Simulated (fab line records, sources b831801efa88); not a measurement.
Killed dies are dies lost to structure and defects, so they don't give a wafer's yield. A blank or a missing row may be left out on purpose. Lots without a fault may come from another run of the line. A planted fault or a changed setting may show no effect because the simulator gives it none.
fab line records | flow sfq_line
record lots=14 wafers=42 last_day=86
route steps=325 shown I6@266
lots that met no fault: from a run of the same line without faults
start_h: hours from the record's first day to the start of the lot's first wafer shown | wait_h: hours since the lot's step before | " the same as in the row above | L1.1+2: a row that stands for several wafers | - no value, or no start given | * or withheld: withheld | < > ~ a bound
route shown NAME@n: a module of which the file shows steps, and the number in the route of the first | usual: mean/standard deviation of fault-free wafers | same: alike in all rows | chamber/n: place in a boat | sites: the reading at each site | _std_site: their standard deviation | _edge_site: outer sites' mean less inner sites' | radius_mm: how far each site lies from the wafer's centre | mask NAME#n: copy n | behind: the tool/chamber that last shaped the wafer | hold: why the lot was held/for how many hours/how that ended | device: the transistor (n, p or np) that didn't switch | end of line: the same wafers' tests at the end of the route | a step without rows: its recipe alone | killed: dies lost to structure and defects at the first sort, not the wafer's yield | map: a wafer's dies, x killed, . not, _ none there
set.NAME: the setting as run; set.NAME@STEP: as run at that earlier step | model.NAME: the simulator's own value behind a step, which no gauge read
steps of the route over a sample of lots; a table a step, a row a wafer
services: from which hour (start_h, from the record's first day; less than 0 if before it) a tool's chamber was out of use, for how many hours, and why
## steps
# step SFQ_TRILAYER_I6_DEP_PECVD_165
# recipe material=SiO2 temp_c=150 time_s=111.11 pressure_torr=2.4 rf_w=183.3 precursor=SiH4/N2O target_thk_nm=500
# usual heater_power_w=81/13 run_length_s=139.0/0.52 throttle_valve_pct=25.6/1.5
# columns lot.wafer tool chamber start_h wait_h heater_power_w run_length_s throttle_valve_pct
L129.2 pecvd-04 2 1619.56 0.0 77 139.2 25.7
L129.4 " 0 " " 60 139.1 28.4
L129.5 " 1 " " 76 139.1 26.4
L130.3 pecvd-02 2 1621.96 0.0 97 139.2 25.9
L130.4 " 0 " " 68 139.8 25.2
L130.6 " 1 " " 82 139.4 23.8
L131.3 pecvd-04 1 1624.36 0.0 93 138.4 26.1
L131.5 " 2 " " 83 139.0 25.8
L131.6 " 1 " " 77 139.1 26.0
L132.3 pecvd-02 2 1625.69 0.0 98 138.6 26.0
L132.5 " 0 " " 82 139.2 25.4
L132.6 " 2 " " 96 138.6 26.0
L136.1 pecvd-04 2 1707.84 0.0 81 139.4 25.9
L136.4 " 0 " " 58 139.2 28.6
L136.6 " 1 " " 77 138.3 26.0
L138.1 pecvd-04 0 1767.03 0.0 59 139.5 28.4
L138.2 " 2 " " 73 139.6 26.0
L138.3 " 1 " " 79 138.3 26.1
L140.1 pecvd-03 0 1803.45 0.0 97 137.7 23.5
L140.3 " 1 " " 63 150.1 24.8
L140.6 " 1 " " 67 150.0 24.7
L143.2 pecvd-03 1 1810.65 0.0 77 150.2 24.6
L143.4 " 1 " " 79 150.4 25.0
L143.5 " 0 " " 84 137.9 23.5
L144.2 pecvd-02 0 1812.64 0.0 83 139.1 25.9
L144.3 " 1 " " 85 138.8 24.2
L144.6 " 2 " " 99 138.5 26.8
L145.4 pecvd-04 1 1816.11 0.0 92 138.7 26.0
L145.5 " 2 " " 72 139.3 26.0
L145.6 " 0 " " 55 139.4 28.6
L147.2 pecvd-02 0 1831.96 0.0 76 139.2 26.2
L147.3 " 1 " " 85 138.9 24.2
L147.4 " 1 " " 68 139.4 24.1
L149.1 pecvd-02 0 1844.53 0.0 75 139.2 25.8
L149.3 " 2 " " 99 138.4 27.0
L149.4 " 1 " " 81 139.5 24.3
L150.1 pecvd-02 1 1846.93 0.0 79 139.1 24.6
L150.3 " 2 " " 104 138.4 26.9
L150.4 " 1 " " 80 139.0 24.1
L152.4 pecvd-02 2 1853.72 0.0 99 138.8 27.0
L152.5 " 1 " " 70 138.9 24.4
L152.6 " 2 " " 102 138.6 27.0
# step SFQ_TRILAYER_I6_CMP_CMP_166
# recipe material=SiO2 down_force_psi=3 platen_rpm=60 pad_velocity_m_s=0.94248
# usual motor_current_A=10.3/1.2 time_to_endpoint_s=214/6.2
# columns lot.wafer tool chamber start_h wait_h motor_current_A time_to_endpoint_s
L129.4 cmp-02 2 1621.74 2.1 10.8 217
L129.2 " 3 " " 12.3 210
L129.5 " 2 1623.74 4.1 10.6 219
L130.3 cmp-01 2 1623.32 1.3 8.0 217
L130.4 " 0 1624.32 2.3 10.7 217
L130.6 " 1 " " 10.4 217
L131.3 cmp-01 1 1626.82 2.4 9.9 211
L131.6 " 3 1627.82 3.4 10.8 211
L131.5 " 0 " " 11.5 221
L132.3 cmp-02 2 1628.24 2.5 10.8 211
L132.6 " 0 1629.24 3.5 10.0 216
L132.5 " 1 " " 11.1 224
L136.1 cmp-02 3 1709.62 1.7 11.8 209
L136.4 " 1 1710.62 2.7 11.5 213
L136.6 " 3 1711.62 3.7 11.6 216
L138.3 cmp-02 2 1773.26 6.2 10.6 212
L138.2 " 3 " " 12.4 206
L138.1 " 1 1774.76 7.7 10.9 204
L140.3 cmp-02 2 1804.07 0.5 10.9 255
L140.1 " 3 " " 11.9 212
L140.6 " 2 1806.07 2.5 10.3 263
L143.4 cmp-02 2 1811.33 0.6 10.7 257
L143.2 " 3 " " 12.1 246
L143.5 " 2 1813.33 2.6 10.9 215
L144.2 cmp-01 2 1813.78 1.1 7.6 214
L144.3 " 3 " " 10.6 204
L144.6 " 2 1815.78 3.1 7.8 217
L145.4 cmp-01 1 1816.28 0.1 10.4 219
L145.6 " 1 1818.28 2.1 9.9 218
L145.5 " 2 " " 7.9 213
L147.2 cmp-02 0 1832.54 0.5 10.2 215
L147.4 " 1 " " 10.9 221
L147.3 " 2 " " 10.4 214
L149.3 cmp-01 1 1844.61 0.0 10.0 200
L149.1 " 2 " " 8.1 191
L149.4 " 0 1846.11 1.5 10.9 202
L150.4 cmp-01 3 1847.61 0.6 9.9 216
L150.1 " 0 " " 11.3 211
L150.3 " 1 " " 9.9 216
L152.4 cmp-01 1 1854.50 0.7 10.1 211
L152.6 " 1 1856.50 2.7 9.9 211
L152.5 " 2 " " 8.7 213
## services
# columns tool chamber start_h hours kind
cmp-02 - 1602.24 4.0 pm
cmp-02 - 1606.24 - consumable_replace:conditioner
cmp-02 - 1606.24 - consumable_replace:pad
cmp-01 - 1659.90 3.5 repair
pecvd-02 - 1661.37 1.0 repair
pecvd-02 1 1661.63 8.1 repair
cmp-02 - 1666.66 0.2 repair
pecvd-03 - 1674.51 14.6 pm
cmp-01 - 1677.21 15.1 pm
pecvd-04 - 1721.53 4.3 pm
pecvd-04 - 1727.85 0.3 repair
cmp-01 - 1760.69 3.2 repair
cmp-01 - 1770.06 4.0 pm
cmp-01 - 1774.06 - consumable_replace:conditioner
cmp-01 - 1774.06 - consumable_replace:pad
cmp-01 - 1779.75 0.5 repair
pecvd-02 2 1786.11 4.8 repair
pecvd-03 2 1801.99 18.1 repair
pecvd-04 - 1809.69 6.0 pm
cmp-02 - 1820.23 4.1 repair
pecvd-02 0 1847.10 7.8 repair
## key
first_sign step=SFQ_TRILAYER_I6_DEP_PECVD_165 reading=run_length_s direction=up sigmas=22 usual=* struck=*
effect step=SFQ_TRILAYER_I6_CMP_CMP_166 reading=time_to_endpoint_s direction=up sigmas=6.8 usual=* struck=*
met_at SFQ_TRILAYER_I6_DEP_PECVD_165
struck_lots L140,L143
struck_wafers L140.3,L140.6,L143.2,L143.4
fault kind=process_parameter_drift tool=pecvd-03 chamber=1 onset_h=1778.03 steps=SFQ_TRILAYER_I6_DEP_PECVD_165 channel=time_s offset=* shape=step end_h=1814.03 acts_in=* stated=*
